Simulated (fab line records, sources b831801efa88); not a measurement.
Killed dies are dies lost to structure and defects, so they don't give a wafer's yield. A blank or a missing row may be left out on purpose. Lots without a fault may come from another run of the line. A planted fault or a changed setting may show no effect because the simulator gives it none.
Which tool did it? | flow sky130 | 15 lots, 45 wafers sampled, at 6 steps of a route of 708

WHAT THE GAUGES READ, wafer by wafer
SKY_VIA1_THK_MEAS_01. Usual: VIA1_HDPCVD_THK 1038 nm, standard deviation 12.
lot  | measured     | on            | VIA1_HDPCVD_THK (nm) | flag
L380 | day 32 17:06 | film_metro-02 | 1044 1039 1023       |
L381 | day 32 20:27 | film_metro-04 | 1025 1018 1027       |
L382 | day 33 15:22 | film_metro-04 | 1043 1024 1056       |
L383 | day 33 16:46 | film_metro-04 | 1020 1025 1020       |
L395 | day 37 21:32 | film_metro-03 | 1033 1043 1040       |
L397 | day 38 10:46 | film_metro-02 | 1036 1044 1044       |
L398 | day 38 16:03 | film_metro-02 | 1045 1023 1059       |
L399 | day 38 19:02 | film_metro-04 | 1037 1036 1027       |
L400 | day 38 21:46 | film_metro-02 | 1045 1042 1031       |
L401 | day 39 03:40 | film_metro-03 | 1013 1021 1036       |
L402 | day 39 15:44 | film_metro-02 | 1029 1044 1061       |
L403 | day 40 06:13 | film_metro-04 | 1032 1044 1034       |

SKY_VIA1_BOW_MEAS_03. Usual: VIA1_BOW 80 um, standard deviation 7.4.
lot  | measured     | on            | VIA1_BOW (um) | flag
L380 | day 32 17:28 | film_metro-03 | 98 81 79      |
L381 | day 32 20:50 | film_metro-02 | 77 90 87      |
L382 | day 33 15:44 | film_metro-02 | 79 89 78      |
L383 | day 33 17:08 | film_metro-02 | 85 82 82      |
L395 | day 37 21:53 | film_metro-02 | 85 76 85      |
L397 | day 38 11:11 | film_metro-04 | 76 87 91      |
L398 | day 38 16:26 | film_metro-02 | 83 77 61      |
L399 | day 38 19:23 | film_metro-02 | 75 74 74      |
L400 | day 38 22:07 | film_metro-03 | 78 78 78      |
L401 | day 39 04:01 | film_metro-02 | 96 80 76      |
L402 | day 39 16:15 | film_metro-04 | 69 69 72      |
L403 | day 40 06:35 | film_metro-02 | 82 77 82      |

WHICH TOOL RAN EACH LOT (tool, then ch and the chambers of the sampled wafers, then the start)
lot  | SKY_METAL1_SPUTTER_01        | SKY_METAL1_ETCH_18                | SKY_METAL1_METAL_ETCH_19          | SKY_METAL1_STRIP_20
L380 | pvd_sputter-03, day 31 12:08 | rie_metal-03 ch 0,1, day 32 16:10 | rie_metal-03 ch 0,1, day 32 16:14 | plasma_asher-04 ch 0,1, day 32 16:19
L381 | pvd_sputter-01, day 31 16:36 | rie_metal-04 ch 0,1, day 32 19:34 | rie_metal-04 ch 0,1, day 32 19:38 | plasma_asher-04 ch 0,1, day 32 19:44
L382 | pvd_sputter-02, day 32 11:05 | rie_metal-03 ch 0,1, day 33 14:29 | rie_metal-03 ch 0,1, day 33 14:34 | plasma_asher-04 ch 0,1, day 33 14:40
L383 | pvd_sputter-01, day 32 13:29 | rie_metal-03 ch 0,1, day 33 15:54 | rie_metal-03 ch 0,1, day 33 15:58 | plasma_asher-04 ch 0,1, day 33 16:03
L384 | pvd_sputter-01, day 33 10:56 | rie_metal-04 ch 0,1, day 34 14:13 | rie_metal-04 ch 0,1, day 34 14:17 | plasma_asher-02 ch 0, day 34 14:22
L385 | pvd_sputter-02, day 33 13:56 | rie_metal-03 ch 0,1, day 34 17:06 | rie_metal-03 ch 0,1, day 34 17:10 | plasma_asher-04 ch 0,1, day 34 17:16
L386 | pvd_sputter-02, day 33 17:26 | rie_metal-01 ch 0,1, day 34 20:58 | rie_metal-01 ch 0,1, day 34 21:02 | plasma_asher-04 ch 0,1, day 34 21:07
L395 | pvd_sputter-03, day 36 18:38 | rie_metal-01 ch 0,1, day 37 20:40 | rie_metal-01 ch 0,1, day 37 20:44 | plasma_asher-02 ch 0,1, day 37 20:49
L397 | pvd_sputter-02, day 37 07:29 | rie_metal-03 ch 0, day 38 09:52   | rie_metal-03 ch 0, day 38 09:56   | plasma_asher-03 ch 0,1, day 38 10:01
L398 | pvd_sputter-02, day 37 13:01 | rie_metal-04 ch 0,1, day 38 15:11 | rie_metal-04 ch 0,1, day 38 15:16 | plasma_asher-03 ch 0,1, day 38 15:22
L399 | pvd_sputter-01, day 37 16:21 | rie_metal-03 ch 0,1, day 38 18:10 | rie_metal-03 ch 0,1, day 38 18:14 | plasma_asher-04 ch 0,1, day 38 18:19
L400 | pvd_sputter-02, day 37 18:45 | rie_metal-03 ch 0,1, day 38 20:54 | rie_metal-03 ch 0,1, day 38 20:58 | plasma_asher-03 ch 0,1, day 38 21:03
L401 | pvd_sputter-02, day 38 01:23 | rie_metal-01 ch 0,1, day 39 02:48 | rie_metal-01 ch 0,1, day 39 02:52 | plasma_asher-02 ch 0,1, day 39 02:57
L402 | pvd_sputter-02, day 38 13:57 | rie_metal-01 ch 0,1, day 39 14:52 | rie_metal-01 ch 0,1, day 39 14:56 | plasma_asher-02 ch 0,1, day 39 15:01
L403 | pvd_sputter-01, day 39 05:08 | rie_metal-01 ch 0,1, day 40 05:21 | rie_metal-01 ch 0,1, day 40 05:25 | plasma_asher-02 ch 0,1, day 40 05:30
- SKY_METAL1_SPUTTER_01: material TiN, target thk 20 nm, time 16.7 s.
- SKY_METAL1_ETCH_18: etches BARC in N2/H2, stops on SiO2, time 45.9 s, target depth 60 nm.
- SKY_METAL1_METAL_ETCH_19: etches the open film in Cl2/BCl3, stops on SiO2, target depth 360 nm, time 78 s.
- SKY_METAL1_STRIP_20: strips in O2/N2.

WHAT THE TOOLS THEMSELVES READ (means of the sampled wafers that have a number; where no wafer has one, the mark that the record gives instead)
SKY_METAL1_SPUTTER_01. Usual: throttle_valve_pct 30.5 %, standard deviation 1.2.
lot  | tool           | throttle_valve_pct (%) | flag
L380 | pvd_sputter-03 | 30.7                   |
L381 | pvd_sputter-01 | 30.1                   |
L382 | pvd_sputter-02 | 29.7                   |
L383 | pvd_sputter-01 | 31.4                   |
L384 | pvd_sputter-01 | 30.5                   |
L385 | pvd_sputter-02 | 30.1                   |
L386 | pvd_sputter-02 | 29.9                   |
L395 | pvd_sputter-03 | 30.8                   |
L397 | pvd_sputter-02 | 30.4                   |
L398 | pvd_sputter-02 | 29.6                   |
L399 | pvd_sputter-01 | 31.9                   |
L400 | pvd_sputter-02 | 29.1                   |
L401 | pvd_sputter-02 | 30.0                   |
L402 | pvd_sputter-02 | 29.5                   |
L403 | pvd_sputter-01 | 31.8                   |

SKY_METAL1_ETCH_18. Usual: bias_w 100.0 W, standard deviation 0.31; chamber_pressure_mTorr 29.99 mTorr, standard deviation 0.051; drypump_motor_current_A 6.16 A, standard deviation 0.19; oes_product_au 0.855 a.u., standard deviation 0.0044; throttle_valve_pct 13.225 %, standard deviation 0.0086.
lot  | tool         | bias_w (W) | chamber_pressure_mTorr (mTorr) | drypump_motor_current_A (A) | oes_product_au (a.u.) | throttle_valve_pct (%) | flag
L380 | rie_metal-03 | 100.3      | 30.01                          | 6.18                        | 0.853                 | 13.221                 |
L381 | rie_metal-04 | 100.2      | 30.03                          | 6.41                        | 0.854                 | 13.222                 |
L382 | rie_metal-03 | 100.1      | 30.00                          | 6.12                        | 0.857                 | 13.225                 |
L383 | rie_metal-03 | 99.9       | 30.01                          | 6.14                        | 0.854                 | 13.222                 |
L384 | rie_metal-04 | -          | -                              | -                           | -                     | -                      | OFF
L385 | rie_metal-03 | -          | -                              | -                           | -                     | -                      | OFF
L386 | rie_metal-01 | -          | -                              | -                           | -                     | -                      | OFF
L395 | rie_metal-01 | 100.1      | 30.02                          | 6.06                        | 0.852                 | 13.226                 |
L397 | rie_metal-03 | 99.8       | 29.99                          | 6.04                        | 0.854                 | 13.221                 |
L398 | rie_metal-04 | 100.1      | 30.00                          | 6.41                        | 0.855                 | 13.233                 |
L399 | rie_metal-03 | 100.0      | 29.99                          | 6.10                        | 0.849                 | 13.223                 |
L400 | rie_metal-03 | 99.8       | 30.00                          | 6.19                        | 0.854                 | 13.233                 |
L401 | rie_metal-01 | 99.8       | 29.98                          | 6.06                        | 0.854                 | 13.231                 |
L402 | rie_metal-01 | 99.8       | 30.01                          | 6.02                        | 0.854                 | 13.228                 |
L403 | rie_metal-01 | 99.9       | 30.01                          | 6.02                        | 0.853                 | 13.224                 |

SKY_METAL1_METAL_ETCH_19. Usual: bcl3_flow_sccm 30.02 sccm, standard deviation 0.083; bias_w 48.50 W, standard deviation 0.15; drypump_motor_current_A 6.15 A, standard deviation 0.2; oes_product_au 0.855 a.u., standard deviation 0.0063; throttle_valve_pct 22.264 %, standard deviation 0.0095.
lot  | tool         | bcl3_flow_sccm (sccm) | bias_w (W) | drypump_motor_current_A (A) | oes_product_au (a.u.) | throttle_valve_pct (%) | flag
L380 | rie_metal-03 | 30.03                 | 48.32      | 6.17                        | 0.862                 | 22.263                 |
L381 | rie_metal-04 | 30.02                 | 48.51      | 6.40                        | 0.854                 | 22.271                 |
L382 | rie_metal-03 | 30.04                 | 48.48      | 6.10                        | 0.859                 | 22.275                 |
L383 | rie_metal-03 | 30.06                 | 48.44      | 6.17                        | 0.846                 | 22.269                 |
L384 | rie_metal-04 | 29.91                 | 48.46      | 6.21                        | 0.376                 | 22.267                 | OFF
L385 | rie_metal-03 | 29.92                 | 48.63      | 6.07                        | 0.373                 | 22.269                 | OFF
L386 | rie_metal-01 | 30.08                 | 48.59      | 6.03                        | 0.376                 | 22.261                 | OFF
L395 | rie_metal-01 | 29.95                 | 48.38      | 6.05                        | 0.852                 | 22.263                 |
L397 | rie_metal-03 | 30.04                 | 48.52      | 6.03                        | 0.853                 | 22.262                 |
L398 | rie_metal-04 | 30.02                 | 48.68      | 6.41                        | 0.863                 | 22.256                 |
L399 | rie_metal-03 | 30.10                 | 48.62      | 6.10                        | 0.856                 | 22.270                 |
L400 | rie_metal-03 | 30.01                 | 48.62      | 6.18                        | 0.855                 | 22.275                 |
L401 | rie_metal-01 | 30.05                 | 48.32      | 6.07                        | 0.846                 | 22.268                 |
L402 | rie_metal-01 | 30.01                 | 48.41      | 6.02                        | 0.862                 | 22.261                 |
L403 | rie_metal-01 | 29.93                 | 48.57      | 6.02                        | 0.852                 | 22.254                 |

SKY_METAL1_STRIP_20. Usual: drypump_motor_current_A 6.0 A, standard deviation 0.35; oes_product_au 0.343 a.u., standard deviation 0.0049; strip_time_to_endpoint_s 2.70 s, standard deviation 0.056.
lot  | tool            | drypump_motor_current_A (A) | oes_product_au (a.u.) | strip_time_to_endpoint_s (s) | flag
L380 | plasma_asher-04 | 6.3                         | 0.341                 | 2.62                         |
L381 | plasma_asher-04 | 6.3                         | 0.343                 | 2.73                         |
L382 | plasma_asher-04 | 6.3                         | 0.348                 | 2.74                         |
L383 | plasma_asher-04 | 6.3                         | 0.342                 | 2.70                         |
L384 | plasma_asher-02 | 5.6                         | 0.365                 | 3.21                         | OFF
L385 | plasma_asher-04 | 6.3                         | 0.359                 | 3.17                         | OFF
L386 | plasma_asher-04 | 6.3                         | 0.359                 | 3.15                         | OFF
L395 | plasma_asher-02 | 5.7                         | 0.344                 | 2.73                         |
L397 | plasma_asher-03 | 5.6                         | 0.347                 | 2.74                         |
L398 | plasma_asher-03 | 5.7                         | 0.342                 | 2.68                         |
L399 | plasma_asher-04 | 6.4                         | 0.341                 | 2.68                         |
L400 | plasma_asher-03 | 5.6                         | 0.341                 | 2.63                         |
L401 | plasma_asher-02 | 5.7                         | 0.341                 | 2.69                         |
L402 | plasma_asher-02 | 5.7                         | 0.344                 | 2.70                         |
L403 | plasma_asher-02 | 5.7                         | 0.345                 | 2.72                         |

THE ANSWER, worked out from the rows above alone
Rule: a lot is off if the mean of its wafers that have a number lies more than 3 standard deviations from the usual mean. A lot without any number at a reading at which 4 lots or more have one is off too. The other lots that the step has rows for count as sound. The gauges are gone through in route order, then the tools' own readings, and for those a lot's mean is taken as printed above. The first step at which some lot is off is used, and at that step the reading that is off furthest; a lot without a number counts as furthest.
Off: L384, L385, L386, at SKY_METAL1_ETCH_18 (bias_w). Without a number there: L384, L385, L386.
A tool fits if, at that step or a process step before it, it ran every lot that is off, and no sound lot after the first of them. None of those tried fits.

WHAT THE SIMULATOR HAD PUT IN
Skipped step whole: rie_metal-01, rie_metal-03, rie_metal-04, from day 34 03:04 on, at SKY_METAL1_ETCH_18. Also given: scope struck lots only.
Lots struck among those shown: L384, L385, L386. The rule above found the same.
